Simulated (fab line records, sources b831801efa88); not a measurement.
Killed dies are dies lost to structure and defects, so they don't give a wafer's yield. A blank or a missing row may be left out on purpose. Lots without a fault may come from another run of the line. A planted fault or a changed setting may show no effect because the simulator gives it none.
Which tool did it? | flow sky130 | 10 lots, 30 wafers sampled, at 2 steps of a route of 708

WHAT THE GAUGES READ, wafer by wafer
SKY_LDD_HVP_TW_MEAS_10.
lot  | measured     | on            | LDD_HVP_TW
L557 | day 23 06:19 | film_metro-04 | 462 456 460
L558 | day 23 21:03 | film_metro-03 | 448 451 452
L561 | day 24 12:23 | film_metro-01 | 457 458 455
L562 | day 25 07:36 | film_metro-03 | 453 451 454
L563 | day 25 07:54 | film_metro-01 | 455 453 454
L564 | day 25 18:01 | film_metro-03 | 451 449 451
L566 | day 26 02:25 | film_metro-01 | 454 453 455
L567 | day 26 20:51 | film_metro-01 | 452 455 455
L575 | day 29 09:13 | film_metro-04 | 462 460 461
L576 | day 29 15:59 | film_metro-04 | 461 461 463

WHICH TOOL RAN EACH LOT (tool, then ch and the chambers of the sampled wafers, then the start)
lot  | SKY_POLY_GATE_ETCH_17
L557 | rie_si-01 ch 0,2,3, day 18 01:18
L558 | rie_si-02 ch 0,1,2, day 18 14:43
L561 | rie_si-02 ch 0,3, day 19 05:45
L562 | rie_si-01 ch 0,1,2, day 20 03:18
L563 | rie_si-02 ch 0,1,3, day 20 03:31
L564 | rie_si-01 ch 0,2, day 20 14:27
L566 | rie_si-01 ch 1,2, day 21 02:15
L567 | rie_si-02 ch 1,3, day 21 17:10
L575 | rie_si-02 ch 0,1,2, day 24 09:48
L576 | rie_si-01 ch 1,2,3, day 24 18:07
- SKY_POLY_GATE_ETCH_17: etches poly-Si in HBr/Cl2, stops on SiO2, target depth 180 nm, time 70.5 s.

THE ANSWER, worked out from the rows above alone
Rule: what is usual is taken from the lots themselves. Put in order of their means at a reading, lots are off if they are a third of the lots or fewer, leave a main group of 4 or more, and stand apart from it by a gap of 3 or more times the standard deviation of the main group's means; of several such gaps the widest counts. A main group whose means are all the same, to the digits that the tables above print for the reading, isn't used. A lot without any number at a reading at which 4 lots or more have one is off too. The other lots that the step has rows for count as sound.
No lot is off at any reading shown: from this, nothing can be told.

WHAT THE SIMULATOR HAD PUT IN
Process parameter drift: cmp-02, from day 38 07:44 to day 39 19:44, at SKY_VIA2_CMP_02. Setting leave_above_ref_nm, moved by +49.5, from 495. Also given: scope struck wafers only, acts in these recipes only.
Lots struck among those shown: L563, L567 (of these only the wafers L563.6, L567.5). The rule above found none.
